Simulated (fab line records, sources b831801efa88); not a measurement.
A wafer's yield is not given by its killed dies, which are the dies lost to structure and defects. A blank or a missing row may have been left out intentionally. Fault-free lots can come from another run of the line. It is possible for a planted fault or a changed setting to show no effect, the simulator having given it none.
The tool behind it: which one? / flow gf180mcu / 39 wafers from 13 lots sampled at 5 of the route's 602 steps

== WHAT THE GAUGES SHOWED, per wafer ==
GF_DUAL_GATE_OVL_MEAS_11.
lot=L493; measured=day 8 11:48; on=overlay-02; DUAL_GATE_OVL (nm)=0.2 1.7 -0.5
lot=L495; measured=day 8 23:38; on=overlay-01; DUAL_GATE_OVL (nm)=-1.9 -2.6 -2.3
lot=L497; measured=day 9 15:53; on=overlay-02; DUAL_GATE_OVL (nm)=-2.5 -2.8 -0.9
lot=L498; measured=day 9 23:39; on=overlay-02; DUAL_GATE_OVL (nm)=-1.2 -1.2 -0.6
lot=L500; measured=day 10 14:50; on=overlay-02; DUAL_GATE_OVL (nm)=-2.8 -2.6 -3.1
lot=L501; measured=day 10 21:49; on=overlay-01; DUAL_GATE_OVL (nm)=-1.4 -1.5 -1.5
lot=L502; measured=day 11 03:44; on=overlay-02; DUAL_GATE_OVL (nm)=-0.7 -1.5 -1.3
lot=L504; measured=day 11 19:29; on=overlay-02; DUAL_GATE_OVL (nm)=-1.5 -0.3 -1.3
lot=L508; measured=day 13 10:52; on=overlay-01; DUAL_GATE_OVL (nm)=-0.9 0.4 -1.3
lot=L510; measured=day 13 21:25; on=overlay-01; DUAL_GATE_OVL (nm)=-2.8 -0.7 -1.4
lot=L512; measured=day 14 02:40; on=overlay-02; DUAL_GATE_OVL (nm)=-1.4 -2.0 -1.2
lot=L511; measured=day 14 03:09; on=overlay-02; DUAL_GATE_OVL (nm)=-0.9 -1.7 -0.7
lot=L513; measured=day 14 13:02; on=overlay-02; DUAL_GATE_OVL (nm)=-0.6 0.5 0.1

GF_POLY_GATE_OVL_MEAS_11.
lot=L493; measured=day 9 08:28; on=overlay-01; POLY_GATE_OVL (nm)=-12 -13 -14
lot=L495; measured=day 9 19:18; on=overlay-02; POLY_GATE_OVL (nm)=3 3 8
lot=L497; measured=day 10 13:21; on=overlay-01; POLY_GATE_OVL (nm)=1 3 5
lot=L498; measured=day 10 22:52; on=overlay-02; POLY_GATE_OVL (nm)=-12 -13 -2
lot=L500; measured=day 11 13:03; on=overlay-02; POLY_GATE_OVL (nm)=2 5 -2
lot=L501; measured=day 11 22:52; on=overlay-02; POLY_GATE_OVL (nm)=1 4 2
lot=L502; measured=day 12 05:57; on=overlay-01; POLY_GATE_OVL (nm)=-2 -2 0
lot=L504; measured=day 12 20:51; on=overlay-01; POLY_GATE_OVL (nm)=1 3 -1
lot=L508; measured=day 14 11:12; on=overlay-02; POLY_GATE_OVL (nm)=-5 0 1
lot=L510; measured=day 14 20:49; on=overlay-01; POLY_GATE_OVL (nm)=-5 -3 3
lot=L512; measured=day 15 04:16; on=overlay-01; POLY_GATE_OVL (nm)=-6 -4 -6
lot=L511; measured=day 15 03:37; on=overlay-01; POLY_GATE_OVL (nm)=1 1 1
lot=L513; measured=day 15 13:20; on=overlay-01; POLY_GATE_OVL (nm)=2 -3 3

GF_CONTACT_THK_MEAS_03.
lot=L493; measured=day 15 05:49; on=filmMetro-02; CONTACT_CVD_02_THK (nm)=836 858 872
lot=L495; measured=day 15 22:52; on=filmMetro-03; CONTACT_CVD_02_THK (nm)=859 849 869
lot=L497; measured=day 16 17:13; on=filmMetro-02; CONTACT_CVD_02_THK (nm)=858 853 872
lot=L498; measured=day 17 09:59; on=filmMetro-04; CONTACT_CVD_02_THK (nm)=862 858 861
lot=L500; measured=day 18 04:23; on=filmMetro-04; CONTACT_CVD_02_THK (nm)=869 859 873
lot=L501; measured=day 18 13:31; on=filmMetro-04; CONTACT_CVD_02_THK (nm)=845 852 854
lot=L502; measured=day 18 21:05; on=filmMetro-03; CONTACT_CVD_02_THK (nm)=850 868 862
lot=L504; measured=day 19 17:02; on=filmMetro-02; CONTACT_CVD_02_THK (nm)=852 874 865
lot=L508; measured=day 21 10:36; on=filmMetro-04; CONTACT_CVD_02_THK (nm)=846 849 852
lot=L510; measured=day 21 21:46; on=filmMetro-02; CONTACT_CVD_02_THK (nm)=855 870 878
lot=L512; measured=day 22 07:10; on=filmMetro-03; CONTACT_CVD_02_THK (nm)=860 860 871
lot=L511; measured=day 22 05:55; on=filmMetro-02; CONTACT_CVD_02_THK (nm)=845 861 867
lot=L513; measured=day 22 16:56; on=filmMetro-03; CONTACT_CVD_02_THK (nm)=839 856 864

== EACH LOT AND THE TOOL THAT RAN IT (in order: tool; ch and the chambers of the sampled wafers; start) ==
lot=L493; GF_NSD_IMPLANT_10=implanter-04 ch 0, day 13 09:52; GF_NSD_STRIP_11=plasmaAsher-03 ch 0,1, day 13 10:00
lot=L495; GF_NSD_IMPLANT_10=implanter-04 ch 0, day 14 02:14; GF_NSD_STRIP_11=plasmaAsher-03 ch 0,1, day 14 02:23
lot=L497; GF_NSD_IMPLANT_10=implanter-01 ch 0, day 14 19:25; GF_NSD_STRIP_11=plasmaAsher-04 ch 0,1, day 14 19:34
lot=L498; GF_NSD_IMPLANT_10=implanter-02 ch 0, day 15 11:37; GF_NSD_STRIP_11=plasmaAsher-04 ch 0,1, day 15 11:45
lot=L500; GF_NSD_IMPLANT_10=implanter-04 ch 0, day 16 05:15; GF_NSD_STRIP_11=plasmaAsher-02 ch 0,1, day 16 05:24
lot=L501; GF_NSD_IMPLANT_10=implanter-01 ch 0, day 16 13:28; GF_NSD_STRIP_11=plasmaAsher-02 ch 0,1, day 16 13:36
lot=L502; GF_NSD_IMPLANT_10=implanter-01 ch 0, day 16 21:23; GF_NSD_STRIP_11=plasmaAsher-03 ch 0,1, day 16 21:32
lot=L504; GF_NSD_IMPLANT_10=implanter-01 ch 0, day 17 15:42; GF_NSD_STRIP_11=plasmaAsher-02 ch 0,1, day 17 15:51
lot=L508; GF_NSD_IMPLANT_10=implanter-04 ch 0, day 19 08:27; GF_NSD_STRIP_11=plasmaAsher-02 ch 0,1, day 19 08:36
lot=L510; GF_NSD_IMPLANT_10=implanter-04 ch 0, day 19 20:50; GF_NSD_STRIP_11=plasmaAsher-04 ch 0,1, day 19 20:58
lot=L512; GF_NSD_IMPLANT_10=implanter-02 ch 0, day 20 05:47; GF_NSD_STRIP_11=plasmaAsher-03 ch 0,1, day 20 05:56
lot=L511; GF_NSD_IMPLANT_10=implanter-04 ch 0, day 20 04:52; GF_NSD_STRIP_11=plasmaAsher-03 ch 0,1, day 20 05:00
lot=L513; GF_NSD_IMPLANT_10=implanter-02 ch 0, day 20 16:37; GF_NSD_STRIP_11=plasmaAsher-02 ch 0,1, day 20 16:45
- GF_NSD_IMPLANT_10
- GF_NSD_STRIP_11: strips in O2/N2.

== WHAT THE TOOLS THEMSELVES READ (means of the sampled wafers that have a number; where no wafer has one, the mark that the record gives instead) ==
GF_NSD_IMPLANT_10.
lot=L493 tool=implanter-04 beamEnergyKeV=40.023 doseIonsCm2=5e+14
lot=L495 tool=implanter-04 beamEnergyKeV=39.990 doseIonsCm2=5e+14
lot=L497 tool=implanter-01 beamEnergyKeV=40.011 doseIonsCm2=5e+14
lot=L498 tool=implanter-02 beamEnergyKeV=40.006 doseIonsCm2=5e+14
lot=L500 tool=implanter-04 beamEnergyKeV=40.014 doseIonsCm2=5e+14
lot=L501 tool=implanter-01 beamEnergyKeV=40.008 doseIonsCm2=5e+14
lot=L502 tool=implanter-01 beamEnergyKeV=40.007 doseIonsCm2=5e+14
lot=L504 tool=implanter-01 beamEnergyKeV=39.989 doseIonsCm2=5e+14
lot=L508 tool=implanter-04 beamEnergyKeV=44.871 doseIonsCm2=5e+14
lot=L510 tool=implanter-04 beamEnergyKeV=44.864 doseIonsCm2=5e+14
lot=L512 tool=implanter-02 beamEnergyKeV=39.993 doseIonsCm2=5e+14
lot=L511 tool=implanter-04 beamEnergyKeV=44.867 doseIonsCm2=5e+14
lot=L513 tool=implanter-02 beamEnergyKeV=39.981 doseIonsCm2=5e+14

GF_NSD_STRIP_11.
lot=L493; tool=plasmaAsher-03; drypumpMotorCurrentA (A)=6.32; heaterPowerW (W)=298; oesProductAu (a.u.)=0.485; stripTimeToEndpointS (s)=22.95
lot=L495; tool=plasmaAsher-03; drypumpMotorCurrentA (A)=6.32; heaterPowerW (W)=297; oesProductAu (a.u.)=0.489; stripTimeToEndpointS (s)=22.94
lot=L497; tool=plasmaAsher-04; drypumpMotorCurrentA (A)=5.96; heaterPowerW (W)=329; oesProductAu (a.u.)=0.484; stripTimeToEndpointS (s)=22.93
lot=L498; tool=plasmaAsher-04; drypumpMotorCurrentA (A)=5.95; heaterPowerW (W)=330; oesProductAu (a.u.)=0.492; stripTimeToEndpointS (s)=22.98
lot=L500; tool=plasmaAsher-02; drypumpMotorCurrentA (A)=6.19; heaterPowerW (W)=371; oesProductAu (a.u.)=0.489; stripTimeToEndpointS (s)=22.99
lot=L501; tool=plasmaAsher-02; drypumpMotorCurrentA (A)=6.29; heaterPowerW (W)=378; oesProductAu (a.u.)=0.482; stripTimeToEndpointS (s)=22.94
lot=L502; tool=plasmaAsher-03; drypumpMotorCurrentA (A)=6.31; heaterPowerW (W)=299; oesProductAu (a.u.)=0.481; stripTimeToEndpointS (s)=22.94
lot=L504; tool=plasmaAsher-02; drypumpMotorCurrentA (A)=6.15; heaterPowerW (W)=365; oesProductAu (a.u.)=0.488; stripTimeToEndpointS (s)=22.93
lot=L508; tool=plasmaAsher-02; drypumpMotorCurrentA (A)=6.25; heaterPowerW (W)=373; oesProductAu (a.u.)=0.481; stripTimeToEndpointS (s)=23.20
lot=L510; tool=plasmaAsher-04; drypumpMotorCurrentA (A)=5.97; heaterPowerW (W)=325; oesProductAu (a.u.)=0.489; stripTimeToEndpointS (s)=23.13
lot=L512; tool=plasmaAsher-03; drypumpMotorCurrentA (A)=6.32; heaterPowerW (W)=301; oesProductAu (a.u.)=0.483; stripTimeToEndpointS (s)=22.90
lot=L511; tool=plasmaAsher-03; drypumpMotorCurrentA (A)=6.22; heaterPowerW (W)=317; oesProductAu (a.u.)=0.488; stripTimeToEndpointS (s)=23.16
lot=L513; tool=plasmaAsher-02; drypumpMotorCurrentA (A)=6.25; heaterPowerW (W)=376; oesProductAu (a.u.)=0.488; stripTimeToEndpointS (s)=23.00

== THE ANSWER, worked out from the rows above alone ==
Rule: the lots themselves supply what counts as usual. The widest of any qualifying gaps counts: lots, ordered by their means at a reading, are off when they make up no more than a third of the lots, leave a main group of 4 or more, and stand apart from it by 3 or more times the standard deviation of that group's means. A main group is skipped when, at the precision printed for the reading in the tables above, its means are all equal. Also off: a lot with no number at a reading for which 4 or more lots have one. Where the step has rows for the other lots, those lots are counted as sound. Order of review: gauges by route order, followed by the tools' own readings, for which a lot's mean as printed above is used. At the first step where some lot is off, the reading lying furthest off is the one used; lots without a number count as furthest.
Off at GF_NSD_IMPLANT_10 (beamEnergyKeV): L508, L510, L511. The main group has a mean of 40.002 with a standard deviation of 0.013.
If a tool, at that step or one of the process steps before it, ran each lot that is off and ran no sound lot following the first of them, it fits. One candidate fits, namely implanter-04 at GF_NSD_IMPLANT_10. A fault onset in the window from L500 (day 16 05:15, its last sound lot) to L508 (day 19 08:27, its first lot off) fits.
On the lots that are off, the tool's own readings at GF_NSD_IMPLANT_10 differ by more than 5 times the standard deviation of the sound lots' means, which bears it out; beamEnergyKeV reads 44.867 there versus 40.002 on the sound lots.

== WHAT THE SIMULATOR PUT IN ==
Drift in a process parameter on implanter-04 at GF_NSD_IMPLANT_10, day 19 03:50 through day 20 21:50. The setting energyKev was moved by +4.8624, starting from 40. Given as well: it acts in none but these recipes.
Lots struck among those shown: L508, L510, L511. This agrees with what the rule above found.
